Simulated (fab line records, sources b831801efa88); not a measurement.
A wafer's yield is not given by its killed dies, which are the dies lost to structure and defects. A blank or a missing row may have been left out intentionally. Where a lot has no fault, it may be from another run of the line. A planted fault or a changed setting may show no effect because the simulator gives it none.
fab line records ; flow sky130
record lots=6; wafers=18; last-day=50
route steps=708 shown VIA1@471 METAL2@483 PAD_OPEN@708
lots with no fault: from the same line, run without faults
start-h: hours from the record's first day to the start of the lot's first wafer shown ; wait-h: time in hours since the lot's previous step ; " the same as in the row above ; L1.1+2: a single row standing in for several wafers ; - value missing, or start not given ; * or withheld: withheld ; < > ~ a bound
route shown NAME@n: names a module that has steps shown in the file, with the first one's number in the route ; usual: the fault-free wafers' mean and standard deviation ; same: alike in all rows ; chamber/n: place in a boat ; sites: each site's reading ; _std_site: standard deviation of those values ; _edge_site: mean of outer sites minus mean of inner sites ; radius-mm: how far each site lies from the wafer's centre ; mask NAME#n: copy n ; behind: the tool/chamber that last shaped the wafer ; hold: the reason the lot was held/the length of the hold in hours/how it ended ; device: which transistor (n, p or np) failed to switch ; end of line: tests run on the same wafers once the route is complete ; step lacking rows: just its recipe ; killed: count of dies lost to structure and defects at first sort (not the wafer's yield) ; map: the dies of a wafer, with x for killed, . for not killed, _ for no die there
set.NAME: the setting as run; set.NAME@STEP: as run at that earlier step ; model.NAME: the simulator's own value behind a step, which no gauge read
lots at some steps of the route; a table a step, a row a wafer
services: from which hour (start-h, from the record's first day; less than 0 if before it) a tool's chamber was out of use, for how many hours, and why
## steps
# step SKY_VIA1_OVL_MEAS_13
# usual VIA1_OVL=0/5.7
lot.wafer;tool;chamber;start-h;wait-h;VIA1_OVL[nm]
L890.1;overlay-02;-;900.04;0.1;-14
L890.2;overlay-02;-;900.04;0.1;-10
L890.4;overlay-02;-;900.04;0.1;-6
L891.2;overlay-02;-;912.57;0.1;-4
L891.3;overlay-02;-;912.57;0.1;-5
L891.4;overlay-02;-;912.57;0.1;-5
L893.2;overlay-01;-;926.55;0.1;-2
L893.5;overlay-01;-;926.55;0.1;-8
L893.6;overlay-01;-;926.55;0.1;-8
L894.1;overlay-01;-;931.52;0.1;3
L894.2;overlay-01;-;931.52;0.1;-4
L894.5;overlay-01;-;931.52;0.1;5
L895.1;overlay-01;-;934.54;0.1;-2
L895.2;overlay-01;-;934.54;0.1;-3
L895.5;overlay-01;-;934.54;0.1;4
L897.3;overlay-01;-;948.07;0.1;-2
L897.4;overlay-01;-;948.07;0.1;9
L897.6;overlay-01;-;948.07;0.1;-2
# step SKY_VIA1_ETCH_14
# recipe chemistry=N2/H2; target=BARC; ion-energy-ev=200; source-w=500; bias-w=100; pressure-mtorr=30; n2-flow-sccm=100; h2-flow-sccm=200; stop-on=SiO2; time-s=45.9; target-depth-a=600
# usual chamber-pressure-mTorr=29.998/0.029; drypump-motor-current-A=5.5/0.34; oes-product-au=0.856/0.0048; throttle-valve-pct=13.224/0.0085
lot.wafer;tool;chamber;start-h;wait-h;chamber-pressure-mTorr;drypump-motor-current-A;oes-product-au;rf-hours-counter-h;throttle-valve-pct
L890.1;rie-diel-01;3;900.08;0.0;29.975;6.0;0.850;0;13.227
L890.2;rie-diel-01;1;900.08;0.0;29.963;5.4;0.853;11;13.224
L890.4;rie-diel-01;0;900.08;0.0;29.948;5.7;0.855;5;13.228
L891.2;rie-diel-01;0;912.60;0.0;29.963;5.7;0.855;6;13.231
L891.3;rie-diel-01;3;912.60;0.0;29.988;6.0;0.857;1;13.207
L891.4;rie-diel-01;1;912.60;0.0;30.014;5.4;0.856;12;13.222
L893.2;rie-diel-02;3;926.58;0.0;29.984;5.5;0.859;10;13.220
L893.5;rie-diel-02;3;926.58;0.0;30.003;5.5;0.861;-;13.220
L893.6;rie-diel-02;2;926.58;0.0;29.980;5.1;0.853;-;13.237
L894.1;rie-diel-01;0;931.55;0.0;29.998;5.7;0.861;6;13.233
L894.2;rie-diel-01;3;931.55;0.0;30.007;6.0;0.852;1;13.239
L894.5;rie-diel-01;1;931.55;0.0;29.969;5.4;0.847;-;13.229
L895.1;rie-diel-02;0;934.58;0.0;29.948;5.9;0.855;25;13.217
L895.2;rie-diel-02;2;934.58;0.0;29.982;5.1;0.854;13;13.230
L895.5;rie-diel-02;2;934.58;0.0;29.987;5.1;0.856;-;13.235
L897.3;rie-diel-02;0;948.10;0.0;29.980;5.9;0.850;25;13.227
L897.4;rie-diel-02;2;948.10;0.0;29.981;5.1;0.861;13;13.219
L897.6;rie-diel-02;0;948.10;0.0;29.978;5.9;0.847;-;13.222
# step SKY_VIA1_ETCH_15
# recipe target=SiO2; chemistry=C4F8/O2/Ar; target-depth-nm=351; stop-on=TiN; mask-material=KrF-thick; source-w=1500; bias-w=1200; pressure-mtorr=40; c4f8-flow-sccm=withheld; O2_flow_sccm=6; Ar_flow_sccm=300; time-s=54
# usual chamber-pressure-mTorr=40.00/0.037; oes-product-au=0.981/0.0057
lot.wafer;tool;chamber;start-h;wait-h;chamber-pressure-mTorr;oes-product-au;rf-hours-counter-h
L890.1;rie-diel-01;3;900.12;0.0;40.02;0.986;0
L890.2;rie-diel-01;1;900.12;0.0;39.99;0.988;11
L890.4;rie-diel-01;0;900.12;0.0;39.95;0.985;5
L891.2;rie-diel-01;0;912.64;0.0;39.96;0.980;6
L891.3;rie-diel-01;3;912.64;0.0;39.96;0.980;1
L891.4;rie-diel-01;1;912.64;0.0;39.98;0.984;12
L893.2;rie-diel-02;3;926.62;0.0;40.02;0.985;10
L893.5;rie-diel-02;3;926.62;0.0;39.96;0.974;-
L893.6;rie-diel-02;2;926.62;0.0;39.94;0.973;-
L894.1;rie-diel-01;0;931.60;0.0;39.98;0.972;6
L894.2;rie-diel-01;3;931.60;0.0;40.08;0.972;1
L894.5;rie-diel-01;1;931.60;0.0;39.96;0.992;-
L895.1;rie-diel-02;0;934.62;0.0;40.12;0.972;25
L895.2;rie-diel-02;2;934.62;0.0;39.96;0.978;13
L895.5;rie-diel-02;2;934.62;0.0;40.04;0.982;-
L897.3;rie-diel-02;0;948.14;0.0;39.98;0.982;25
L897.4;rie-diel-02;2;948.14;0.0;39.99;0.981;13
L897.6;rie-diel-02;0;948.14;0.0;40.01;0.985;-
# step SKY_VIA1_STRIP_16
# recipe chemistry=O2/N2; power-w=1400; pressure-mtorr=1500; platen-temp-c=withheld; o2-flow-sccm=3000; n2-flow-sccm=300; overash-fraction=0.5
# usual chamber-pressure-mTorr=1499.8/1.5; drypump-motor-current-A=5.5/0.33; o2-flow-sccm=3000/8.4; oes-product-au=0.416/0.0045; strip-time-to-endpoint-s=4.460/0.022
lot.wafer;tool;chamber;start-h;wait-h;chamber-pressure-mTorr;drypump-motor-current-A;o2-flow-sccm;oes-product-au;rf-hours-counter-h;strip-time-to-endpoint-s
L890.1;plasma-asher-02;1;900.17;0.0;1497.6;5.1;2993;0.420;17;4.472
L890.2;plasma-asher-02;0;900.17;0.0;1500.9;5.7;3028;0.414;17;4.458
L890.4;plasma-asher-02;0;900.17;0.0;1499.9;5.6;2987;0.413;-;4.418
L891.2;plasma-asher-01;0;912.68;0.0;1500.6;5.2;3002;0.424;49;4.445
L891.3;plasma-asher-01;0;912.68;0.0;1497.6;5.1;3000;0.414;-;4.489
L891.4;plasma-asher-01;1;912.68;0.0;1499.8;5.6;3006;0.412;-;4.474
L893.2;plasma-asher-04;0;926.67;0.0;1500.1;6.1;3004;0.419;105;4.447
L893.5;plasma-asher-04;0;926.67;0.0;1500.1;6.1;2990;0.414;-;4.445
L893.6;plasma-asher-04;1;926.67;0.0;1501.0;5.6;3007;0.418;-;4.453
L894.1;plasma-asher-02;1;931.64;0.0;1502.6;5.1;3003;0.414;20;4.424
L894.2;plasma-asher-02;0;931.64;0.0;1500.9;5.6;3011;0.417;20;4.471
L894.5;plasma-asher-02;1;931.64;0.0;1499.5;5.2;3013;0.411;-;4.450
L895.1;plasma-asher-04;0;934.67;0.0;1500.1;6.1;3012;0.410;106;4.480
L895.2;plasma-asher-04;1;934.67;0.0;1498.7;5.7;3000;0.415;106;4.476
L895.5;plasma-asher-04;1;934.67;0.0;1501.7;5.7;2997;0.414;-;4.456
L897.3;plasma-asher-04;1;948.22;0.1;1500.0;5.7;3011;0.407;-;4.466
L897.4;plasma-asher-04;0;948.22;0.1;1501.4;6.1;3004;0.414;-;4.489
L897.6;plasma-asher-04;1;948.22;0.1;1500.6;5.7;3017;0.416;-;4.480
# step SKY_VIA1_STRIP_17
# recipe chemistry=post-etch-residue-remover; time-s=1200; temp-c=72.5
# step SKY_VIA1_CLEAN_18
# recipe chemistry=IPA; time-s=180; temp-c=25
# step SKY_VIA1_CLEAN_19
# recipe chemistry=O3/DIW; dry=n2-spin
# step SKY_VIA1_SPUTTER_20
# recipe material=TiN; target-thk-nm=20; chamber-pressure-pa=5; power-w=4000; time-s=80
# step SKY_VIA1_CVD_21
# recipe material=W; target-thk-nm=270; time-s=80.902; temp-c=400; pressure-torr=40
# usual chamber-pressure-Torr=40.00/0.094; heater-power-w=850/76
lot.wafer;tool;chamber;start-h;wait-h;chamber-pressure-Torr;heater-power-w;since-wet-clean-h
L890.1;cvd-w-02;1;901.26;0.0;40.07;932;497
L890.2;cvd-w-02;0;901.26;0.0;39.88;894;497
L890.4;cvd-w-02;1;901.26;0.0;40.08;910;-
L891.2;cvd-w-02;1;913.37;0.0;39.95;925;509
L891.3;cvd-w-02;0;913.37;0.0;39.94;902;-
L891.4;cvd-w-02;1;913.37;0.0;39.99;913;-
L893.2;cvd-w-01;0;927.36;0.0;40.10;825;9
L893.5;cvd-w-01;0;927.36;0.0;40.07;835;-
L893.6;cvd-w-01;1;927.36;0.0;39.94;701;-
L894.1;cvd-w-01;1;932.38;0.0;39.98;705;14
L894.2;cvd-w-01;0;932.38;0.0;39.93;817;14
L894.5;cvd-w-01;0;932.38;0.0;40.01;824;-
L895.1;cvd-w-01;1;935.33;0.0;40.08;709;17
L895.2;cvd-w-01;0;935.33;0.0;40.06;835;17
L895.5;cvd-w-01;1;935.33;0.0;40.09;718;-
L897.3;cvd-w-01;1;948.95;0.1;40.04;716;-
L897.4;cvd-w-01;0;948.95;0.1;39.98;840;-
L897.6;cvd-w-01;1;948.95;0.1;40.07;697;-
# step SKY_VIA1_RS_MEAS_22
# recipe thk-meas-gauge=four-point-probe; reads=W_of_VIA1_CVD_21+TiN_of_VIA1_SPUTTER_20
# usual VIA1_W_RS=0.429/0.0066
lot.wafer;tool;chamber;start-h;wait-h;VIA1_W_RS[ohm/sq]
L890.1;film-metro-01;-;901.35;0.1;0.425
L890.2;film-metro-01;-;901.35;0.1;0.427
L890.4;film-metro-01;-;901.35;0.1;0.429
L891.2;film-metro-04;-;913.48;0.1;0.424
L891.3;film-metro-04;-;913.48;0.1;0.424
L891.4;film-metro-04;-;913.48;0.1;0.427
L893.2;film-metro-01;-;927.48;0.1;0.437
L893.5;film-metro-01;-;927.48;0.1;0.431
L893.6;film-metro-01;-;927.48;0.1;0.435
L894.1;film-metro-04;-;932.47;0.1;0.438
L894.2;film-metro-04;-;932.47;0.1;0.436
L894.5;film-metro-04;-;932.47;0.1;0.436
L895.1;film-metro-03;-;935.42;0.1;0.440
L895.2;film-metro-03;-;935.42;0.1;0.440
L895.5;film-metro-03;-;935.42;0.1;0.443
L897.3;film-metro-04;-;949.05;0.1;0.444
L897.4;film-metro-04;-;949.05;0.1;0.437
L897.6;film-metro-04;-;949.05;0.1;0.443
# step SKY_VIA1_THK_MEAS_23
# recipe thk-meas-gauge=xrf; reads=W_of_VIA1_CVD_21
# usual VIA1_W_THK=273/4.2
lot.wafer;tool;chamber;start-h;wait-h;VIA1_W_THK[nm]
L890.1;film-metro-01;-;901.47;0.1;270
L890.2;film-metro-01;-;901.47;0.1;272
L890.4;film-metro-01;-;901.47;0.1;270
L891.2;film-metro-04;-;913.59;0.1;279
L891.3;film-metro-04;-;913.59;0.1;280
L891.4;film-metro-04;-;913.59;0.1;277
L893.2;film-metro-01;-;927.59;0.1;264
L893.5;film-metro-01;-;927.59;0.1;269
L893.6;film-metro-01;-;927.59;0.1;268
L894.1;film-metro-04;-;932.59;0.1;269
L894.2;film-metro-04;-;932.59;0.1;271
L894.5;film-metro-04;-;932.59;0.1;271
L895.1;film-metro-03;-;935.54;0.1;267
L895.2;film-metro-03;-;935.54;0.1;264
L895.5;film-metro-03;-;935.54;0.1;264
L897.3;film-metro-04;-;949.15;0.1;265
L897.4;film-metro-04;-;949.15;0.1;269
L897.6;film-metro-04;-;949.15;0.1;264
# step SKY_VIA1_CMP_24
# recipe stop-on=SiO2; t-overpolish-s=15; down-force-psi=3.5; platen-rpm=60; target-thk-nm=0; pad-velocity-m-s=0.94248
# step SKY_METAL2_SPUTTER_00
# recipe material=Ti; target-thk-nm=15; power-w=3000; time-s=10; chamber-pressure-pa=0.4
# usual cathode-dc-power-W=3000.0/0.53; chamber-pressure-pa=0.4000/0.00078; throttle-valve-pct=30.0/0.79
lot.wafer;tool;chamber;start-h;wait-h;cathode-dc-power-W;chamber-pressure-pa;throttle-valve-pct
L890.1;pvd-sputter-02;-;901.83;0.1;3000.1;0.3996;30.3
L890.2;pvd-sputter-02;-;901.83;0.1;3000.4;0.4006;28.5
L890.4;pvd-sputter-02;-;901.83;0.1;2999.4;0.4008;30.7
L891.2;pvd-sputter-01;-;913.94;0.2;3001.0;0.4022;31.1
L891.3;pvd-sputter-01;-;913.94;0.2;3000.8;0.3997;29.5
L891.4;pvd-sputter-01;-;913.94;0.2;3000.8;0.4011;29.0
L893.2;pvd-sputter-02;-;927.94;0.1;-;-;-
L893.5;pvd-sputter-02;-;927.94;0.1;-;-;-
L893.6;pvd-sputter-02;-;927.94;0.1;-;-;-
L894.1;pvd-sputter-01;-;932.95;0.2;-;-;-
L894.2;pvd-sputter-01;-;932.95;0.2;-;-;-
L894.5;pvd-sputter-01;-;932.95;0.2;-;-;-
L895.1;pvd-sputter-01;-;935.90;0.2;2999.7;0.4008;30.6
L895.2;pvd-sputter-01;-;935.90;0.2;3001.4;0.4000;29.1
L895.5;pvd-sputter-01;-;935.90;0.2;3000.2;0.4003;31.0
L897.3;pvd-sputter-02;-;949.49;0.2;2999.6;0.3997;28.6
L897.4;pvd-sputter-02;-;949.49;0.2;3001.4;0.4003;29.8
L897.6;pvd-sputter-02;-;949.49;0.2;3000.0;0.3997;30.8
# step SKY_METAL2_SPUTTER_01
# recipe material=TiN; target-thk-nm=20; power-w=6500; time-s=16.7; chamber-pressure-pa=0.4
# usual cathode-dc-power-W=6499.9/1.2; chamber-pressure-pa=0.3999/0.00083; throttle-valve-pct=30.0/0.78
lot.wafer;tool;chamber;start-h;wait-h;cathode-dc-power-W;chamber-pressure-pa;throttle-valve-pct
L890.1;pvd-sputter-02;-;901.85;0.0;6499.5;0.3988;30.4
L890.2;pvd-sputter-02;-;901.85;0.0;6499.3;0.4008;28.7
L890.4;pvd-sputter-02;-;901.85;0.0;6499.3;0.4004;30.6
L891.2;pvd-sputter-01;-;913.96;0.0;6501.1;0.4006;31.0
L891.3;pvd-sputter-01;-;913.96;0.0;6501.0;0.3992;29.7
L891.4;pvd-sputter-01;-;913.96;0.0;6501.5;0.4006;29.0
L893.2;pvd-sputter-02;-;927.96;0.0;6499.8;0.4005;28.5
L893.5;pvd-sputter-02;-;927.96;0.0;6498.8;0.4004;30.1
L893.6;pvd-sputter-02;-;927.96;0.0;6499.9;0.4004;28.7
L894.1;pvd-sputter-01;-;932.97;0.0;6500.0;0.4001;29.0
L894.2;pvd-sputter-01;-;932.97;0.0;6499.6;0.4007;31.2
L894.5;pvd-sputter-01;-;932.97;0.0;6499.9;0.3992;29.5
L895.1;pvd-sputter-01;-;935.93;0.0;6500.8;0.3993;30.6
L895.2;pvd-sputter-01;-;935.93;0.0;6500.4;0.4007;28.5
L895.5;pvd-sputter-01;-;935.93;0.0;6498.7;0.4007;30.9
L897.3;pvd-sputter-02;-;949.51;0.0;6501.5;0.3992;28.6
L897.4;pvd-sputter-02;-;949.51;0.0;6499.8;0.3998;29.8
L897.6;pvd-sputter-02;-;949.51;0.0;6502.2;0.3997;30.8
# step SKY_PAD_OPEN_PROBE_99
# usual defect-limited-yield=82.2/1.9; killed_at_M0_to_M3=43/6.5; killed_at_M4_up=3.5/1.9; killed-at-contacts=24/5.4; killed-at-front-end=16/4.8; killed-at-other=0.4/0.64; killed-dies=87/9.4; killed-on-rim=18/4.1; killed-open=47/7; killed-short=40/6.3; sort_bin_3_pad_short=0.9/0.4; sort_bin_5_function=10.5/1.4; sort_bin_6_memory=6.3/1.1; sort-n-pass=405/9.4; sort-yield-pct=82.2/1.9
# same gross-dies=492; killed-at-back-side=0; sort_bin_4_leakage[%]=0; sort_bin_8_speed[%]=0
lot.wafer;tool;chamber;start-h;wait-h;defect-limited-yield[%];killed_at_M0_to_M3;killed_at_M4_up;killed-at-contacts;killed-at-front-end;killed-at-other;killed-dies;killed-on-rim;killed-open;killed-short;sort_bin_3_pad_short[%];sort_bin_5_function[%];sort_bin_6_memory[%];sort-n-pass;sort-yield-pct[%];model.etest.via1-chain.rc-ohm
L890.1;prober-01;-;1157.31;0.1;81.1;55;6;25;6;1;93;16;55;38;1.4;10.2;7.3;399;81.1;16.69
L890.2;prober-01;-;1157.36;0.1;79.1;52;5;33;13;0;103;21;57;46;1.4;12.0;7.5;389;79.1;17.14
L890.4;prober-01;-;1157.46;0.2;85.6;37;2;22;10;0;71;11;36;35;0.4;9.3;4.7;421;85.6;17.08
L891.2;prober-02;-;1165.15;0.1;80.7;45;3;23;24;0;95;12;44;51;0.4;10.6;8.3;397;80.7;15.93
L891.3;prober-02;-;1165.20;0.2;81.5;46;5;22;17;1;91;17;43;48;1.4;10.8;6.3;401;81.5;16.01
L891.4;prober-02;-;1165.25;0.2;82.7;46;2;25;12;0;85;22;50;35;0.8;11.2;5.3;407;82.7;15.89
L893.2;prober-02;-;1174.64;0.1;83.5;38;6;14;23;0;81;19;46;35;1.0;8.9;6.5;411;83.5;17.89
L893.5;prober-02;-;1174.79;0.2;82.3;37;3;29;17;1;87;19;47;39;0.2;11.8;5.7;405;82.3;17.36
L893.6;prober-02;-;1174.84;0.2;82.9;43;3;13;24;1;84;16;37;46;0.8;11.0;5.3;408;82.9;17.91
L894.1;prober-01;-;1179.54;0.1;84.1;40;1;24;13;0;78;18;47;31;0.4;10.4;5.1;414;84.1;18.99
L894.2;prober-01;-;1179.59;0.1;81.9;45;4;25;15;0;89;24;49;40;1.4;9.3;7.3;403;81.9;17.22
L894.5;prober-01;-;1179.74;0.2;81.7;43;3;21;23;0;90;15;58;32;0.8;11.2;6.3;402;81.7;18.39
L895.1;prober-02;-;1181.39;0.1;79.9;41;3;30;25;0;99;24;59;40;0.4;13.6;6.1;393;79.9;16.34
L895.2;prober-02;-;1181.44;0.1;85.8;35;3;21;11;0;70;13;37;33;0.4;8.7;5.1;422;85.8;16.15
L895.5;prober-02;-;1181.59;0.2;82.1;39;4;31;14;0;88;16;52;36;1.0;9.6;7.3;404;82.1;15.51
L897.3;prober-02;-;1188.91;0.2;84.6;39;7;19;11;0;76;17;40;36;1.4;9.3;4.7;416;84.6;14.74
L897.4;prober-02;-;1188.96;0.2;83.3;40;1;25;16;0;82;20;43;39;1.4;8.3;6.9;410;83.3;16.26
L897.6;prober-02;-;1189.06;0.2;82.5;37;4;32;13;0;86;20;36;48;1.4;9.6;6.5;406;82.5;15.6
# killed by level:class
L890.1 VIA2:geometric-particle:open=13 CONTACT:geometric-particle:open=10 VIA1:geometric-particle:open=9 VIA3:geometric-particle:open=8 LI_CONTACT:geometric-particle:open=7 METAL1:geometric-particle:short=7 CONTACT:geometric-particle:short=5 METAL4:geometric-particle:short=5
L890.2 CONTACT:geometric-particle:open=15 VIA1:geometric-particle:open=10 VIA2:geometric-particle:open=9 METAL2:geometric-particle:short=8 LI_CONTACT:geometric-particle:open=5 LOCAL_INTERCONNECT:geometric-particle:short=5 METAL1:geometric-particle:short=5 CONTACT:geometric-particle:short=5
L890.4 CONTACT:geometric-particle:open=9 METAL1:geometric-particle:short=6 VIA3:geometric-particle:short=5 VIA3:geometric-particle:open=5 FIELD_ISO:geometric-particle:short=4 LI_CONTACT:geometric-particle:open=4 LOCAL_INTERCONNECT:geometric-particle:short=4 VIA1:geometric-particle:open=4
L891.2 VIA1:geometric-particle:open=11 CONTACT:geometric-particle:open=10 VIA3:geometric-particle:open=7 VIA2:geometric-particle:short=6 FIELD_ISO:geometric-particle:short=5 LOCAL_INTERCONNECT:geometric-particle:short=5 CONTACT:geometric-particle:short=5 VIA2:geometric-particle:open=5
L891.3 VIA3:geometric-particle:open=9 LOCAL_INTERCONNECT:geometric-particle:short=7 VIA1:geometric-particle:short=7 VIA1:geometric-particle:open=7 CONTACT:geometric-particle:open=6 VIA2:geometric-particle:open=6 METAL1:geometric-particle:short=5 POLY_GATE:geometric-particle:open=4
L891.4 CONTACT:geometric-particle:open=10 VIA1:geometric-particle:open=10 VIA2:geometric-particle:open=7 LI_CONTACT:geometric-particle:open=6 VIA1:geometric-particle:short=6 VIA3:geometric-particle:open=6 METAL3:geometric-particle:short=5 METAL2:geometric-particle:short=4
L893.2 VIA3:geometric-particle:open=8 METAL1:geometric-particle:short=7 POLY_GATE:geometric-particle:open=6 POLY_GATE:geometric-particle:short=5 CONTACT:geometric-particle:open=5 VIA2:geometric-particle:open=5 FIELD_ISO:geometric-particle:open=4 FIELD_ISO:geometric-particle:short=4
L893.5 LI_CONTACT:geometric-particle:open=10 CONTACT:geometric-particle:open=10 VIA3:geometric-particle:open=8 METAL2:geometric-particle:short=6 FIELD_ISO:geometric-particle:open=5 CONTACT:geometric-particle:short=5 VIA1:geometric-particle:short=5 POLY_GATE:geometric-particle:open=4
L893.6 POLY_GATE:geometric-particle:short=9 METAL1:geometric-particle:short=9 FIELD_ISO:geometric-particle:open=6 VIA3:geometric-particle:short=6 VIA3:geometric-particle:open=5 FIELD_ISO:geometric-particle:short=4 LI_CONTACT:geometric-particle:open=4 VIA2:geometric-particle:open=4
L894.1 VIA1:geometric-particle:open=11 CONTACT:geometric-particle:open=8 VIA1:geometric-particle:short=7 LI_CONTACT:geometric-particle:open=7 LOCAL_INTERCONNECT:geometric-particle:short=7 VIA3:geometric-particle:open=7 POLY_GATE:geometric-particle:open=6 METAL1:geometric-particle:short=3
L894.2 VIA1:geometric-particle:open=13 LI_CONTACT:geometric-particle:open=7 CONTACT:geometric-particle:open=7 METAL2:geometric-particle:short=6 VIA2:geometric-particle:open=6 FIELD_ISO:geometric-particle:open=5 VIA3:geometric-particle:open=5 LI_CONTACT:geometric-particle:short=4
L894.5 VIA1:geometric-particle:open=11 LI_CONTACT:geometric-particle:open=9 FIELD_ISO:geometric-particle:open=8 CONTACT:geometric-particle:open=8 VIA3:geometric-particle:open=6 VIA2:geometric-particle:open=5 POLY_GATE:geometric-particle:open=5 METAL2:geometric-particle:short=5
L895.1 LI_CONTACT:geometric-particle:open=12 VIA1:geometric-particle:open=10 FIELD_ISO:geometric-particle:short=9 VIA2:geometric-particle:open=8 CONTACT:geometric-particle:short=7 VIA3:geometric-particle:open=6 METAL2:geometric-particle:short=5 FIELD_ISO:geometric-particle:open=4
L895.2 VIA1:geometric-particle:open=11 CONTACT:geometric-particle:open=7 METAL2:geometric-particle:short=5 VIA2:geometric-particle:open=5 FIELD_ISO:geometric-particle:short=4 VIA2:geometric-particle:short=4 LI_CONTACT:geometric-particle:short=3 LI_CONTACT:geometric-particle:open=3
L895.5 LI_CONTACT:geometric-particle:open=13 VIA1:geometric-particle:open=11 VIA1:geometric-particle:short=7 CONTACT:geometric-particle:open=6 METAL2:geometric-particle:short=5 METAL1:geometric-particle:short=5 VIA3:geometric-particle:open=5 FIELD_ISO:geometric-particle:short=4
L897.3 VIA1:geometric-particle:open=10 LI_CONTACT:geometric-particle:open=9 METAL2:geometric-particle:short=6 METAL4:geometric-particle:short=5 FIELD_ISO:geometric-particle:open=4 VIA1:geometric-particle:short=4 CONTACT:geometric-particle:short=4 METAL1:geometric-particle:short=4
L897.4 VIA1:geometric-particle:open=10 CONTACT:geometric-particle:open=8 CONTACT:geometric-particle:short=7 LI_CONTACT:geometric-particle:open=5 VIA3:geometric-particle:short=5 METAL1:geometric-particle:short=5 VIA1:geometric-particle:short=5 FIELD_ISO:geometric-particle:open=4
L897.6 CONTACT:geometric-particle:open=10 CONTACT:geometric-particle:short=8 METAL1:geometric-particle:short=7 VIA1:geometric-particle:open=7 LI_CONTACT:geometric-particle:open=6 LOCAL_INTERCONNECT:geometric-particle:short=5 VIA3:geometric-particle:short=4 METAL2:geometric-particle:short=4
## services
tool;chamber;start-h;hours;kind
rie-diel-02;1;887.22;10.5;repair
cvd-w-01;-;904.00;14.0;pm
cvd-w-01;0;904.00;14.0;vent-cycle
cvd-w-01;1;904.00;14.0;vent-cycle
rie-diel-02;3;911.97;2.5;repair
plasma-asher-04;-;915.87;2.8;pm
cvd-w-01;0;918.00;-;clean
cvd-w-01;1;918.00;-;clean
cvd-w-02;-;918.00;15.6;pm
rie-diel-02;-;930.16;0.3;repair
cvd-w-02;-;933.60;6.9;pm
## key
first-sign step=SKY_METAL2_SPUTTER_00; reading=tool-record; direction=missing
effect none on later readings
model-effect step=SKY_PAD_OPEN_PROBE_99; value=etest.via1-chain.rc-ohm; without=16.26; struck=17.96
met-at SKY_METAL2_SPUTTER_00
struck-wafers L893.2,L893.5,L893.6,L894.1,L894.2,L894.5
onset-between 913.94 927.94
fault kind=skipped-step-whole; tool=pvd-sputter-01,pvd-sputter-02; chamber=-; onset-h=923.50; steps=SKY_METAL2_SPUTTER_00; scope=struck-lots-only
